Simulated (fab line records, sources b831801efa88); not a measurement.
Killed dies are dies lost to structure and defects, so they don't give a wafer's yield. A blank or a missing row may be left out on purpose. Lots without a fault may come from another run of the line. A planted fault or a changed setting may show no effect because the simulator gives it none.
A struck lot beside a sound one | flow sky130 | 17 steps out of a route of 708
Sound: wafers L715.2, L715.4, L715.5. Struck: wafer L736.6. (L736.2, L736.3 of the same lot were not struck and are left out.) The cause comes at the end.
At each step with rows: each side's tool, then ch and its chambers, then its first start. Under that, the readings that differ: sound wafers | struck wafers | difference of the means | sigmas: that difference in standard deviations of wafers without a fault.
alike: readings whose means differ by less than 2 such deviations, and words and numbers that are the same on both sides. not compared: withheld readings, readings that some wafer has no value for, bounds like >300 that may hide the same value, and numbers for which the record gives no deviation and whose values overlap.
The two part at a step that has a row with sigmas, a row that says differs or no value, or rows on one side only. Numbers that don't overlap but have no deviation are shown without sigmas and don't part them. A reading that every wafer of one side lacks parts them only if that side has two wafers or more.

first, 3 steps without rows for these wafers: SKY_METAL4_CLEAN_21 (cleans in IPA, time 180 s); SKY_METAL4_CLEAN_22 (cleans in O3/DIW); SKY_VIA4_HDPCVD_00 (deposits SiO2, target thk 1750 nm, time 291.7 s).
SKY_VIA4_THK_MEAS_01:
  sound on film_metro-04, day 42 03:02; struck on film_metro-01, day 47 17:40
  alike: VIA4_HDPCVD_THK
SKY_VIA4_CMP_02: polishes SiO2.
  sound on cmp-01 ch 0,1,2, day 42 03:08; struck on cmp-02 ch 1, day 47 17:57
  alike: head_pressure_psi, motor_current_A, slurry_filter_dp_kPa
SKY_VIA4_BOW_MEAS_03:
  sound on film_metro-04, day 42 03:25; struck on film_metro-01, day 47 18:13
  alike: VIA4_BOW
then, 6 steps without rows for these wafers: SKY_VIA4_DEHYDRATE_04 (time 60 s); SKY_VIA4_HMDS_05 (prime time 60 s); SKY_VIA4_COAT_06 (resist thk 1140 nm); SKY_VIA4_SOFTBAKE_07 (time 60 s); SKY_VIA4_EXPOSE_08 (exposes mask VIM4, target cd 800 nm); SKY_VIA4_PEB_09.
SKY_VIA4_DEVELOP_10: develop time 60 s.
  sound on litho_track-04 ch 0, day 43 01:59; struck on litho_track-01 ch 0, day 48 12:46
SKY_VIA4_OVL_MEAS_11:
  sound on overlay-01, day 43 02:07; struck on overlay-02, day 48 12:54
  alike: VIA4_OVL
SKY_VIA4_ETCH_12: etches SiO2 in C4F8/O2/Ar, stops on TiN, target depth 580 nm.
  sound on rie_diel-03 ch 1,2, day 43 02:09; struck on rie_diel-04 ch 2, day 48 12:56
  reading               | sound             | struck | difference | sigmas
  model.VIA4.cd_nm (nm) | 795.1 795.8 796.3 | 772.2  | -23.5      |
  alike: oes_product_au
SKY_VIA4_STRIP_13: strips in O2/N2.
  sound on plasma_asher-01 ch 0,1, day 43 02:13; struck on plasma_asher-01 ch 1, day 48 13:00
  alike: drypump_motor_current_A, oes_product_au, strip_time_to_endpoint_s
  not compared: rf_hours_counter_h
-- the record jumps here: 2 days lie between the struck wafers' starts before and after (it left off in module VIA4 and takes up again in module PAD_OPEN, whose first step shown is number 708 of the route) --
SKY_PAD_OPEN_PROBE_99:
  sound on prober-02, day 46 01:53; struck on prober-01, day 50 20:43
  reading                       | sound               | struck | difference | sigmas
  model.etest.via4_chain.rc_ohm | 0.805 0.8274 0.8217 | 0.8486 | +0.0306    |
  alike: defect_limited_yield, killed_at_M0_to_M3, killed_at_M4_up, killed_at_contacts, killed_at_front_end, killed_at_other, killed_dies, killed_open, killed_short, sort_bin_3_pad_short, sort_bin_5_function, sort_bin_6_memory, sort_n_pass, sort_yield_pct

WHERE THEY PART
Nowhere in this record.

WHY: what the simulator had put in
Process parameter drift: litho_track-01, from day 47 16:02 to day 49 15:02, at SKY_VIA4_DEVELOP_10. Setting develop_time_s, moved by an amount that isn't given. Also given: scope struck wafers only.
